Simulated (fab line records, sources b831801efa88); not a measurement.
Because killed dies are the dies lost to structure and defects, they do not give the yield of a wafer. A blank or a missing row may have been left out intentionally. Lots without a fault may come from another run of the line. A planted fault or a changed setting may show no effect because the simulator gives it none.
Chamber matching ; flow gf180mcu ; GF_STI_CMP_25 on cmp-02 has 4 sister chambers
The step polishes, stops on Si3N4, t overpolish 33 s, target thk 524.6 nm. 7 wafers are shown with their chamber, then 7 later ones without.

WAFERS PAIRED WITH THEIR CHAMBERS
wafer;chamber;motor_current_A (A);slurry_filter_dp_kPa (kPa)
L527.1;1;11.0;13.45
L527.6;3;11.1;13.52
L537.4;2;10.0;13.80
L537.5;3;11.5;13.29
L537.6;0;11.0;13.39
L538.3;1;11.5;13.39
L538.4;0;10.2;13.35

WAFERS WHOSE CHAMBER IS MISSING
wafer;motor_current_A (A);slurry_filter_dp_kPa (kPa)
L538.5;10.2;13.48
L541.1;11.8;13.53
L541.4;10.1;13.55
L541.5;10.2;13.56
L543.1;10.5;13.69
L543.4;11.6;13.34
L543.6;9.8;13.21

THE CHAMBER EACH PASSED THROUGH
wafer;from the rows above;in truth
L538.5;can't be placed: 0 or 1 or 3 or 2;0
L541.1;can't be placed: 1 or 3 or 0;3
L541.4;can't be placed: 0 or 2 or 1 or 3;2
L541.5;can't be placed: 0 or 2 or 1 or 3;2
L543.1;can't be placed: 2 or 0 or 1 or 3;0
L543.4;can't be placed: 3 or 1 or 0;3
L543.6;can't be placed: 0 or 1 or 3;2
Correct placement for 0 of the 7. Unplaceable from these rows: 7, with the true chamber sitting among the candidates in 6. Number placed wrongly: 0.
How it was worked out, from the rows above alone: a wafer's distance from a chamber is the root of the sum, over the readings, of the square of ((its reading less the chamber's mean) divided by the reading's scatter). The wafer belongs to the nearest chamber; if the next one is less than 2 further off, it can't be placed. Each chamber's mean is taken over the wafers shown for it. The scatter is the square root of a quotient: the sum, over the shown wafers, of each reading's squared deviation from its chamber's mean, divided by wafers minus chambers.
